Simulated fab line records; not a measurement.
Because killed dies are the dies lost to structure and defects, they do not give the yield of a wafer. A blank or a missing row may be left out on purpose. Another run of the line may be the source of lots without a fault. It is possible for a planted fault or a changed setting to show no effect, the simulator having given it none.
fab line records -- flow sky130
[record] lots = 11, wafers = 31, last-day = 50
route steps=708 shown CONTACT@425 METAL1@450 METAL2@485 VIA2@530
lots that met no fault: from a run of the same line without faults
start-h: start of the lot's first displayed wafer, in hours after the record's first day -- wait-h: time in hours since the lot's previous step -- " as in the row above -- L1.1+2: a row that stands for several wafers -- - either no value or no given start -- * or withheld: withheld -- < > ~ a bound
route shown NAME@n: a module of which the file shows steps, and the number in the route of the first -- usual: average and standard deviation across the fault-free wafers -- same: alike in all rows -- chamber/n: place in a boat -- sites: per-site readings -- _std_site: standard deviation across them -- _edge_site: mean of outer sites minus mean of inner sites -- radius-mm: for every site, how far away it sits from the centre of the wafer -- mask NAME#n: copy n -- behind: the last tool/chamber to shape the wafer -- hold: the reason the lot was held/the length of the hold in hours/how it ended -- device: names the non-switching transistor (n, p or np) -- end of line: tests run on the same wafers once the route is complete -- a step without rows: its recipe alone -- killed: not the wafer's yield, but the dies lost to structure and defects at the first sort -- map: dies across one wafer; x = killed, . = not, _ = none there
set.NAME: the setting the step ran with; set.NAME@STEP: the setting that earlier step ran with -- model.NAME: the simulator's own value behind a step, which no gauge read
route steps across a sampled set of lots; one table per step, one row per wafer
services: from which hour (start-h, from the record's first day; less than 0 if before it) a tool's chamber was out of use, for how many hours, and why
[[steps]]
[step SKY_CONTACT_STRIP_19]
[recipe] chemistry = O2/N2, power-w = 1400, pressure-mtorr = 1500, platen-temp-c = withheld, o2-flow-sccm = 3000, n2-flow-sccm = 300, overash-fraction = 0.5
[usual] chamber-pressure-mTorr = 1499.9/1.4, drypump-motor-current-A = 5.6/0.46, oes-product-au = 0.381/0.005, strip-time-to-endpoint-s = 3.62/0.035
lot.wafer,tool,chamber,start-h,wait-h,chamber-pressure-mTorr,drypump-motor-current-A,oes-product-au,rf-hours-counter-h,strip-time-to-endpoint-s
L668.4,plasma-asher-03,1,743.23,-,1499.2,5.3,0.383,-,3.67
L668.5,plasma-asher-03,0,743.23,-,1497.7,6.4,0.373,-,3.63
L668.6,plasma-asher-03,1,743.23,-,1500.1,5.4,0.380,-,3.68
L669.3,plasma-asher-04,0,748.58,-,1502.0,5.3,0.391,-,3.63
L669.4,plasma-asher-04,1,748.58,-,1501.7,5.3,0.385,-,3.64
L669.6,plasma-asher-04,0,748.58,-,1501.0,5.3,0.374,-,3.61
L673.1,plasma-asher-02,1,786.05,-,1500.5,5.4,0.381,35,3.63
L673.3,plasma-asher-02,1,786.05,-,1500.3,5.4,0.383,-,3.64
L673.4,plasma-asher-02,0,786.05,-,1497.9,5.5,0.380,-,3.63
L675.3,plasma-asher-03,1,807.27,-,1497.2,5.3,0.382,-,3.68
L675.4,plasma-asher-03,0,807.27,-,1501.4,6.5,0.384,-,3.60
L675.5,plasma-asher-03,1,807.27,-,1499.2,5.3,0.377,-,3.58
L676.1,plasma-asher-04,0,808.55,-,1499.7,5.3,0.380,6,3.60
L676.4,plasma-asher-04,1,808.55,-,1498.8,5.3,0.376,-,3.58
L676.6,plasma-asher-04,1,808.55,-,1500.2,5.3,0.379,-,3.64
L677.3,plasma-asher-03,0,816.09,-,1502.3,6.5,0.376,-,3.67
L677.4,plasma-asher-03,1,816.09,-,1501.2,5.3,0.386,-,3.58
L677.6,plasma-asher-03,1,816.09,-,1500.7,5.4,0.377,-,3.64
L678.1,plasma-asher-03,1,821.91,-,1502.3,5.4,0.379,100,3.68
L678.3,plasma-asher-03,0,821.91,-,1498.9,6.4,0.376,-,3.59
L678.5,plasma-asher-03,0,821.91,-,1499.4,6.4,0.378,-,3.60
L684.4,plasma-asher-03,1,866.44,-,1499.7,5.3,0.380,-,3.64
L684.5,plasma-asher-03,0,866.44,-,1498.6,6.4,0.373,-,3.65
L687.2,plasma-asher-03,0,886.36,-,1500.0,6.5,0.381,106,3.61
L687.3,plasma-asher-03,0,886.36,-,1500.2,6.5,0.388,-,3.65
L688.3,plasma-asher-04,0,895.05,-,1498.8,5.3,0.376,-,3.64
L688.4,plasma-asher-04,1,895.05,-,1502.8,5.3,0.381,-,3.64
L688.5,plasma-asher-04,1,895.05,-,1502.2,5.3,0.379,-,3.64
L689.2,plasma-asher-02,0,897.22,-,1501.4,5.5,0.379,46,3.61
L689.4,plasma-asher-02,0,897.22,-,1498.5,5.5,0.383,-,3.61
L689.6,plasma-asher-02,1,897.22,-,1500.2,5.4,0.378,-,3.60
[step SKY_METAL1_OVL_MEAS_16]
[usual] METAL1_OVL = 1/6.1
lot.wafer,tool,chamber,start-h,wait-h,METAL1_OVL[nm]
L668.4,overlay-02,-,774.61,0.1,7
L668.5,overlay-02,-,774.61,0.1,2
L668.6,overlay-02,-,774.61,0.1,4
L669.3,overlay-02,-,777.35,0.1,-2
L669.4,overlay-02,-,777.35,0.1,-3
L669.6,overlay-02,-,777.35,0.1,-4
L673.1,overlay-01,-,813.93,0.1,-12
L673.3,overlay-01,-,813.93,0.1,-1
L673.4,overlay-01,-,813.93,0.1,2
L675.3,overlay-01,-,835.15,0.1,-1
L675.4,overlay-01,-,835.15,0.1,7
L675.5,overlay-01,-,835.15,0.1,0
L676.1,overlay-01,-,836.09,0.1,-1
L676.4,overlay-01,-,836.09,0.1,-9
L676.6,overlay-01,-,836.09,0.1,-12
L677.3,overlay-01,-,843.95,0.1,-5
L677.4,overlay-01,-,843.95,0.1,-4
L677.6,overlay-01,-,843.95,0.1,-8
L678.1,overlay-02,-,849.44,0.1,1
L678.3,overlay-02,-,849.44,0.1,8
L678.5,overlay-02,-,849.44,0.1,-5
L684.4,overlay-02,-,894.21,0.1,0
L684.5,overlay-02,-,894.21,0.1,1
L687.2,overlay-02,-,913.64,0.1,3
L687.3,overlay-02,-,913.64,0.1,10
L688.3,overlay-01,-,922.35,0.1,1
L688.4,overlay-01,-,922.35,0.1,0
L688.5,overlay-01,-,922.35,0.1,4
L689.2,overlay-02,-,924.09,0.1,4
L689.4,overlay-02,-,924.09,0.1,10
L689.6,overlay-02,-,924.09,0.1,9
[step SKY_METAL2_SPUTTER_02]
[recipe] material = AlCu, target-thk-nm = 250, power-w = 10600, time-s = 13.3, chamber-pressure-pa = 0.4
[usual] throttle-valve-pct = 30.0/1
lot.wafer,tool,chamber,start-h,wait-h,throttle-valve-pct
L668.4,pvd-sputter-01,-,804.78,0.0,29.8
L668.5,pvd-sputter-01,-,804.78,0.0,31.2
L668.6,pvd-sputter-01,-,804.78,0.0,28.9
L669.3,pvd-sputter-01,-,807.21,0.0,28.8
L669.4,pvd-sputter-01,-,807.21,0.0,31.2
L669.6,pvd-sputter-01,-,807.21,0.0,29.7
L673.1,pvd-sputter-01,-,842.83,0.0,31.2
L673.3,pvd-sputter-01,-,842.83,0.0,29.2
L673.4,pvd-sputter-01,-,842.83,0.0,28.9
L675.3,pvd-sputter-01,-,864.15,0.0,29.9
L675.4,pvd-sputter-01,-,864.15,0.0,30.0
L675.5,pvd-sputter-01,-,864.15,0.0,29.0
L676.1,pvd-sputter-01,-,865.03,0.0,31.2
L676.4,pvd-sputter-01,-,865.03,0.0,29.3
L676.6,pvd-sputter-01,-,865.03,0.0,29.5
L677.3,pvd-sputter-01,-,872.22,0.0,29.7
L677.4,pvd-sputter-01,-,872.22,0.0,29.2
L677.6,pvd-sputter-01,-,872.22,0.0,31.0
L678.1,pvd-sputter-01,-,877.56,0.0,29.4
L678.3,pvd-sputter-01,-,877.56,0.0,31.1
L678.5,pvd-sputter-01,-,877.56,0.0,29.5
L684.4,pvd-sputter-01,-,922.21,0.0,28.6
L684.5,pvd-sputter-01,-,922.21,0.0,28.8
L687.2,pvd-sputter-01,-,940.78,0.0,31.2
L687.3,pvd-sputter-01,-,940.78,0.0,28.8
L688.3,pvd-sputter-01,-,950.49,0.0,29.3
L688.4,pvd-sputter-01,-,950.49,0.0,28.8
L688.5,pvd-sputter-01,-,950.49,0.0,29.8
L689.2,pvd-sputter-04,-,952.86,0.0,32.0
L689.4,pvd-sputter-04,-,952.86,0.0,31.2
L689.6,pvd-sputter-04,-,952.86,0.0,31.3
[step SKY_METAL2_RS_MEAS_05]
[recipe] thk-meas-gauge = four-point-probe, reads = TiN_of_METAL2_SPUTTER_04+Ti_of_METAL2_SPUTTER_03+AlCu_of_METAL2_SPUTTER_02+TiN_of_METAL2_SPUTTER_01+Ti_of_METAL2_SPUTTER_00
[usual] METAL2_ALCU_RS = 0.1269/0.0015
lot.wafer,tool,chamber,start-h,wait-h,METAL2_ALCU_RS[ohm/sq]
L668.4,film-metro-01,-,804.93,0.1,0.1282
L668.5,film-metro-01,-,804.93,0.1,0.1284
L668.6,film-metro-01,-,804.93,0.1,0.1247
L669.3,film-metro-03,-,807.34,0.1,0.1220
L669.4,film-metro-03,-,807.34,0.1,0.1266
L669.6,film-metro-03,-,807.34,0.1,0.1255
L673.1,film-metro-03,-,842.92,0.0,0.1279
L673.3,film-metro-03,-,842.92,0.0,0.1263
L673.4,film-metro-03,-,842.92,0.0,0.1254
L675.3,film-metro-03,-,864.28,0.1,0.1253
L675.4,film-metro-03,-,864.28,0.1,0.1251
L675.5,film-metro-03,-,864.28,0.1,0.1237
L676.1,film-metro-03,-,865.12,0.0,0.1281
L676.4,film-metro-03,-,865.12,0.0,0.1267
L676.6,film-metro-03,-,865.12,0.0,0.1267
L677.3,film-metro-03,-,872.36,0.1,0.1262
L677.4,film-metro-03,-,872.36,0.1,0.1276
L677.6,film-metro-03,-,872.36,0.1,0.1279
L678.1,film-metro-01,-,877.65,0.0,0.1284
L678.3,film-metro-01,-,877.65,0.0,0.1274
L678.5,film-metro-01,-,877.65,0.0,0.1266
L684.4,film-metro-01,-,922.36,0.1,0.1268
L684.5,film-metro-01,-,922.36,0.1,0.1328
L687.2,film-metro-01,-,940.89,0.0,0.1329
L687.3,film-metro-01,-,940.89,0.0,0.1275
L688.3,film-metro-04,-,950.63,0.1,0.1287
L688.4,film-metro-04,-,950.63,0.1,0.1288
L688.5,film-metro-04,-,950.63,0.1,0.1356
L689.2,film-metro-03,-,952.97,0.0,0.1276
L689.4,film-metro-03,-,952.97,0.0,0.1272
L689.6,film-metro-03,-,952.97,0.0,0.1272
[step SKY_METAL2_THK_MEAS_06]
[recipe] thk-meas-gauge = xrf, reads = AlCu_of_METAL2_SPUTTER_02
[usual] METAL2_ALCU_THK = 247.9/3
lot.wafer,tool,chamber,start-h,wait-h,METAL2_ALCU_THK[nm]
L668.4,film-metro-01,-,805.02,0.1,249.3
L668.5,film-metro-01,-,805.02,0.1,249.0
L668.6,film-metro-01,-,805.02,0.1,251.9
L669.3,film-metro-03,-,807.44,0.1,254.8
L669.4,film-metro-03,-,807.44,0.1,245.2
L669.6,film-metro-03,-,807.44,0.1,249.5
L673.1,film-metro-03,-,843.04,0.1,242.3
L673.3,film-metro-03,-,843.04,0.1,250.9
L673.4,film-metro-03,-,843.04,0.1,249.8
L675.3,film-metro-03,-,864.38,0.1,248.0
L675.4,film-metro-03,-,864.38,0.1,250.7
L675.5,film-metro-03,-,864.38,0.1,251.5
L676.1,film-metro-03,-,865.24,0.1,243.8
L676.4,film-metro-03,-,865.24,0.1,244.1
L676.6,film-metro-03,-,865.24,0.1,246.8
L677.3,film-metro-03,-,872.46,0.1,248.0
L677.4,film-metro-03,-,872.46,0.1,244.1
L677.6,film-metro-03,-,872.46,0.1,244.1
L678.1,film-metro-01,-,877.77,0.1,247.1
L678.3,film-metro-01,-,877.77,0.1,250.1
L678.5,film-metro-01,-,877.77,0.1,250.4
L684.4,film-metro-01,-,922.45,0.1,247.1
L684.5,film-metro-01,-,922.45,0.1,238.3
L687.2,film-metro-01,-,941.00,0.1,237.6
L687.3,film-metro-01,-,941.00,0.1,245.2
L688.3,film-metro-04,-,950.73,0.1,244.9
L688.4,film-metro-04,-,950.73,0.1,244.9
L688.5,film-metro-04,-,950.73,0.1,233.2
L689.2,film-metro-03,-,953.08,0.1,247.4
L689.4,film-metro-03,-,953.08,0.1,246.4
L689.6,film-metro-03,-,953.08,0.1,246.1
[step SKY_VIA2_THK_MEAS_23]
[recipe] thk-meas-gauge = xrf, reads = W_of_VIA2_CVD_21
[usual] VIA2_W_THK = 403/5.6
lot.wafer,tool,chamber,start-h,wait-h,VIA2_W_THK[nm]
L668.4,film-metro-01,-,858.96,0.1,392
L668.5,film-metro-01,-,858.96,0.1,396
L668.6,film-metro-01,-,858.96,0.1,399
L669.3,film-metro-02,-,862.27,0.1,394
L669.4,film-metro-02,-,862.27,0.1,403
L669.6,film-metro-02,-,862.27,0.1,396
L673.1,film-metro-01,-,897.72,0.1,403
L673.3,film-metro-01,-,897.72,0.1,403
L673.4,film-metro-01,-,897.72,0.1,402
L675.3,film-metro-01,-,917.83,0.1,403
L675.4,film-metro-01,-,917.83,0.1,402
L675.5,film-metro-01,-,917.83,0.1,402
L676.1,film-metro-04,-,919.59,0.1,396
L676.4,film-metro-04,-,919.59,0.1,400
L676.6,film-metro-04,-,919.59,0.1,395
L677.3,film-metro-04,-,927.26,0.1,407
L677.4,film-metro-04,-,927.26,0.1,404
L677.6,film-metro-04,-,927.26,0.1,403
L678.1,film-metro-01,-,932.60,0.1,399
L678.3,film-metro-01,-,932.60,0.1,400
L678.5,film-metro-01,-,932.60,0.1,399
L684.4,film-metro-02,-,974.48,0.1,412
L684.5,film-metro-02,-,974.48,0.1,408
L687.2,film-metro-02,-,993.21,0.1,395
L687.3,film-metro-02,-,993.21,0.1,392
L688.3,film-metro-01,-,1000.87,0.1,414
L688.4,film-metro-01,-,1000.87,0.1,415
L688.5,film-metro-01,-,1000.87,0.1,416
L689.2,film-metro-04,-,1005.09,0.1,408
L689.4,film-metro-04,-,1005.09,0.1,400
L689.6,film-metro-04,-,1005.09,0.1,398
[[services]]
tool,chamber,start-h,hours,kind
plasma-asher-04,-,733.75,9.0,pm
plasma-asher-04,0,733.75,9.0,vent-cycle
plasma-asher-04,1,733.75,9.0,vent-cycle
plasma-asher-04,0,742.75,-,clean
plasma-asher-04,1,742.75,-,clean
plasma-asher-04,-,750.63,6.0,repair
plasma-asher-03,-,768.12,8.2,repair
plasma-asher-03,-,783.98,2.8,pm
pvd-sputter-04,-,785.26,3.4,repair
pvd-sputter-04,-,815.04,4.4,repair
plasma-asher-03,-,899.40,1.0,repair
pvd-sputter-04,-,907.88,1.4,repair
pvd-sputter-04,-,914.06,1.5,repair
[[key]]
[first-sign] step = SKY_METAL2_RS_MEAS_05, reading = METAL2_ALCU_RS, direction = up, sigmas = 4.6, usual = 0.1269, struck = 0.1338
[effect] step = SKY_METAL2_THK_MEAS_06, reading = METAL2_ALCU_THK, direction = down, sigmas = 3.9, usual = 247.9, struck = 236.4
met-at SKY_METAL2_SPUTTER_02
struck-lots L684,L687,L688
struck-wafers L684.5,L687.2,L688.5
not-acting-at SKY_CONTACT_STRIP_19,SKY_METAL1_OVL_MEAS_16,SKY_VIA2_THK_MEAS_23
onset-between 877.56 922.21
[fault] kind = process-parameter-drift, tool = pvd-sputter-01, chamber = -, onset-h = 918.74, steps = SKY_METAL2_SPUTTER_02, channel = target-thk-nm, offset = -11.773, shape = step, end-h = 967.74, scope = struck-wafers-only, acts-in = these-recipes-only, stated = 250
